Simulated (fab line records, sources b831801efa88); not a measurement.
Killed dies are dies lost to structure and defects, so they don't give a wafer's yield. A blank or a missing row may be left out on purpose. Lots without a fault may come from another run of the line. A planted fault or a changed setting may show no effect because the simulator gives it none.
fab line records | flow gf180mcu | part 2 of 2: steps 27 to 36 of 36
record lots=5 wafers=15 last_day=33
route steps=602 shown V5@550 TOP_METAL@567
lots that met no fault: from a run of the same line without faults
start_h: hours from the record's first day to the start of the lot's first wafer shown | wait_h: hours since the lot's step before | " the same as in the row above | L1.1+2: a row that stands for several wafers | - no value, or no start given | * or withheld: withheld | < > ~ a bound
route shown NAME@n: a module of which the file shows steps, and the number in the route of the first | usual: mean/standard deviation of fault-free wafers | same: alike in all rows | chamber/n: place in a boat | sites: the reading at each site | _std_site: their standard deviation | _edge_site: outer sites' mean less inner sites' | radius_mm: how far each site lies from the wafer's centre | mask NAME#n: copy n | behind: the tool/chamber that last shaped the wafer | hold: why the lot was held/for how many hours/how that ended | device: the transistor (n, p or np) that didn't switch | end of line: the same wafers' tests at the end of the route | a step without rows: its recipe alone | killed: dies lost to structure and defects at the first sort, not the wafer's yield | map: a wafer's dies, x killed, . not, _ none there
set.NAME: the setting as run; set.NAME@STEP: as run at that earlier step | model.NAME: the simulator's own value behind a step, which no gauge read
lots at some steps of the route; a table a step, a row a wafer
services: from which hour (start_h, from the record's first day; less than 0 if before it) a tool's chamber was out of use, for how many hours, and why
## steps
# step GF_TOP_METAL_COAT_09
# recipe resist=NOVOLAK spin_rpm=3000 resist_thk_nm=1500
# columns lot.wafer tool chamber start_h wait_h
L077.1+2+4 litho_track-04 0 666.17 0.1
L078.1+2+5 litho_track-04 0 672.82 0.1
L082.2+3+5 litho_track-04 0 697.09 0.1
L085.1+3+5 litho_track-03 0 724.73 0.1
L091.1+3+5 litho_track-01 0 755.47 0.1
# step GF_TOP_METAL_SOFTBAKE_10
# recipe temp_c=90 time_s=60 resist=NOVOLAK
# columns lot.wafer tool chamber start_h wait_h
L077.1+2+4 litho_track-04 0 666.32 0.1
L078.1+2+5 litho_track-04 0 672.97 0.1
L082.2+3+5 litho_track-04 0 697.24 0.1
L085.1+3+5 litho_track-03 0 724.88 0.1
L091.1+3+5 litho_track-01 0 755.62 0.1
# step GF_TOP_METAL_EXPOSE_11
# recipe mask_id=MetalTop target_cd_nm=440 na=0.6 source_shape=conventional sigma_outer=0.6 dose_mj=170
# same na=0.6
# columns lot.wafer tool chamber start_h wait_h mask
L077.1+2+4 iline_stepper-02 0 - - MetalTop#0
L078.1+2+5 iline_stepper-01 0 - - MetalTop#0
L082.2+3+5 iline_stepper-02 0 - - MetalTop#0
L085.1+3+5 iline_stepper-01 0 - - MetalTop#0
L091.1+3+5 iline_stepper-01 0 - - MetalTop#0
# step GF_TOP_METAL_PEB_12
# recipe temp_c=withheld time_s=* resist=NOVOLAK
# columns lot.wafer tool chamber start_h wait_h
L077.1+2+4 litho_track-01 0 - -
L078.1+2+5 litho_track-04 0 - -
L082.2+3+5 litho_track-03 0 - -
L085.1+3+5 litho_track-04 0 - -
L091.1+3+5 litho_track-04 0 - -
# step GF_TOP_METAL_DEVELOP_13
# recipe develop_time_s=60 dev_temp_c=23
# usual developer_temp_C=23.00/0.097
# columns lot.wafer tool chamber start_h wait_h developer_temp_C
L077.1 litho_track-01 0 675.77 0.1 23.02
L077.2 " 0 " " 22.88
L077.4 " 0 " " 22.95
L078.1 litho_track-04 0 681.97 0.1 23.07
L078.2 " 0 " " 23.01
L078.5 " 0 " " 23.18
L082.2 litho_track-03 0 705.95 0.1 22.97
L082.3 " 0 " " 22.88
L082.5 " 0 " " 23.18
L085.1 litho_track-04 0 733.97 0.1 23.10
L085.3 " 0 " " 23.10
L085.5 " 0 " " 23.13
L091.1 litho_track-04 0 763.66 0.1 22.88
L091.3 " 0 " " 22.88
L091.5 " 0 " " 23.01
# step GF_TOP_METAL_CD_MEAS_14
# recipe target_cd_nm=440
# usual cd_nm=441.0/2
# columns lot.wafer tool chamber start_h wait_h cd_nm
L077.1 cd_sem-02 - 675.92 0.1 443.4
L077.2 " - " " 441.8
L077.4 " - " " 443.9
L078.1 cd_sem-01 - 682.12 0.1 439.2
L078.2 " - " " 438.6
L078.5 " - " " 438.0
L082.2 cd_sem-01 - 706.10 0.1 440.5
L082.3 " - " " 441.4
L082.5 " - " " 439.7
L085.1 cd_sem-02 - 734.12 0.1 440.1
L085.3 " - " " 443.6
L085.5 " - " " 441.5
L091.1 cd_sem-01 - 763.81 0.1 441.4
L091.3 " - " " 439.7
L091.5 " - " " 441.2
# step GF_TOP_METAL_OVL_MEAS_15
# usual TOP_METAL_OVL=-0.2/1.3
# columns lot.wafer tool chamber start_h wait_h TOP_METAL_OVL[nm]
L077.1 overlay-02 - 676.04 0.1 -0.7
L077.2 " - " " 0.1
L077.4 " - " " -0.4
L078.1 overlay-01 - 682.24 0.1 0.4
L078.2 " - " " -0.2
L078.5 " - " " 0.3
L082.2 overlay-01 - 706.20 0.1 -1.1
L082.3 " - " " -2.2
L082.5 " - " " -0.6
L085.1 overlay-01 - 734.24 0.1 2.4
L085.3 " - " " 2.1
L085.5 " - " " 2.6
L091.1 overlay-02 - 763.93 0.1 1.3
L091.3 " - " " 1.2
L091.5 " - " " 0.1
# step GF_TOP_METAL_METAL_ETCH_16
# recipe chemistry=Cl2/BCl3 mask_material=NOVOLAK target_depth_nm=1077.5 stop_on=SiO2 pressure_mtorr=8 icp_w=800 bias_w=140 Cl2_flow_sccm=80 bcl3_flow_sccm=40 time_s=179.6
# usual drypump_motor_current_A=6.1/0.31 oes_product_au=0.966/0.0087 throttle_valve_pct=28.257/0.012
# columns lot.wafer tool chamber start_h wait_h drypump_motor_current_A oes_product_au rf_hours_counter_h throttle_valve_pct
L077.1 rie_metal-01 1 676.08 0.0 5.6 0.959 0 28.249
L077.2 " 0 " " 5.9 0.963 7 28.279
L077.4 " 1 " " 5.6 0.974 - 28.247
L078.1 rie_metal-02 1 682.27 0.0 5.8 0.959 3 28.273
L078.2 " 0 " " 6.3 0.969 1 28.253
L078.5 " 0 " " 6.3 0.972 - 28.260
L082.2 rie_metal-04 1 706.23 0.0 6.4 0.956 10 28.264
L082.3 " 1 " " 6.4 0.963 - 28.269
L082.5 " 0 " " 6.2 0.956 - 28.256
L085.1 rie_metal-01 0 734.27 0.0 5.9 0.969 9 28.249
L085.3 " 0 " " 5.9 0.964 - 28.250
L085.5 " 0 " " 5.9 0.965 - 28.261
L091.1 rie_metal-02 0 763.97 0.0 6.3 0.974 4 28.251
L091.3 " 0 " " 6.3 0.976 - 28.251
L091.5 " 0 " " 6.4 0.978 - 28.242
# step GF_TOP_METAL_STRIP_17
# recipe chemistry=O2/N2 power_w=1400 pressure_mtorr=1500 platen_temp_c=250 o2_flow_sccm=3000 n2_flow_sccm=300 overash_fraction=0.5
# usual drypump_motor_current_A=5.5/0.45 heater_power_w=335/30 oes_product_au=0.711/0.0042 strip_time_to_endpoint_s=13.44/0.1
# columns lot.wafer tool chamber start_h wait_h drypump_motor_current_A heater_power_w oes_product_au rf_hours_counter_h strip_time_to_endpoint_s
L077.1 plasma_asher-04 1 676.25 0.1 5.3 388 0.707 27 13.49
L077.2 " 0 " " 5.3 324 0.707 27 13.42
L077.4 " 1 " " 5.3 379 0.715 - 13.48
L078.1 plasma_asher-02 0 682.45 0.1 5.2 339 0.707 87 13.16
L078.2 " 1 " " 5.2 307 0.705 87 13.32
L078.5 " 0 " " 5.2 333 0.709 - 13.31
L082.2 plasma_asher-03 1 706.41 0.1 5.4 360 0.714 111 13.50
L082.3 " 1 " " 5.4 349 0.714 - 13.54
L082.5 " 1 " " 5.4 357 0.713 - 13.35
L085.1 plasma_asher-02 0 734.45 0.1 5.3 341 0.707 93 13.41
L085.3 " 0 " " 5.2 338 0.713 - 13.45
L085.5 " 0 " " 5.2 330 0.710 - 13.47
L091.1 plasma_asher-02 1 764.15 0.1 5.2 303 0.709 97 13.41
L091.3 " 1 " " 5.2 299 0.719 - 13.41
L091.5 " 0 " " 5.2 342 0.704 - 13.40
# step GF_TOP_METAL_STRIP_18
# recipe chemistry=post_etch_residue_remover time_s=1200 temp_c=72.5
# usual bath_guard_temp_C=72.2/0.62
# columns lot.wafer tool chamber start_h wait_h bath_guard_temp_C
L077.1 wet_bench-03 3 676.35 0.1 71.6
L077.2 " 3 " " 71.9
L077.4 " 3 " " 72.1
L078.1 wet_bench-03 1 682.55 0.1 71.5
L078.2 " 1 " " 71.2
L078.5 " 1 " " 71.5
L082.2 wet_bench-03 2 706.51 0.1 72.4
L082.3 " 2 " " 72.5
L082.5 " 2 " " 72.1
L085.1 wet_bench-02 1 734.55 0.1 73.2
L085.3 " 1 " " 72.9
L085.5 " 1 " " 73.1
L091.1 wet_bench-04 0 764.25 0.1 72.6
L091.3 " 0 " " 72.4
L091.5 " 0 " " 72.5
## services
# columns tool chamber start_h hours kind
krf_scanner-01 - 624.89 1.3 pm
krf_scanner-02 - 627.38 12.8 repair
pvd_sputter-01 - 639.09 2.1 repair
krf_scanner-01 - 640.19 0.8 pm
iline_stepper-02 - 642.78 3.8 repair
krf_scanner-02 - 653.68 0.8 pm
rie_diel-04 2 674.09 4.3 repair
cmp-01 - 677.16 2.2 repair
rie_diel-04 3 683.81 7.0 repair
rie_diel-02 0 688.94 2.5 repair
cmp-01 - 691.63 4.7 pm
pvd_sputter-01 - 694.86 0.5 repair
cmp-01 - 697.78 7.3 pm
krf_scanner-01 - 700.13 1.0 repair
plasma_asher-03 - 702.67 2.8 pm
rie_metal-02 - 702.88 4.0 pm
cvd_w-01 0 707.85 16.6 repair
pvd_sputter-01 - 728.90 8.3 repair
pvd_sputter-03 - 734.89 7.1 repair
cvd_w-01 - 742.02 2.8 pm
pvd_sputter-03 - 746.77 0.9 repair
pvd_sputter-02 - 752.51 0.6 repair
cmp-01 - 757.83 1.7 repair
krf_scanner-02 - 762.59 1.0 pm
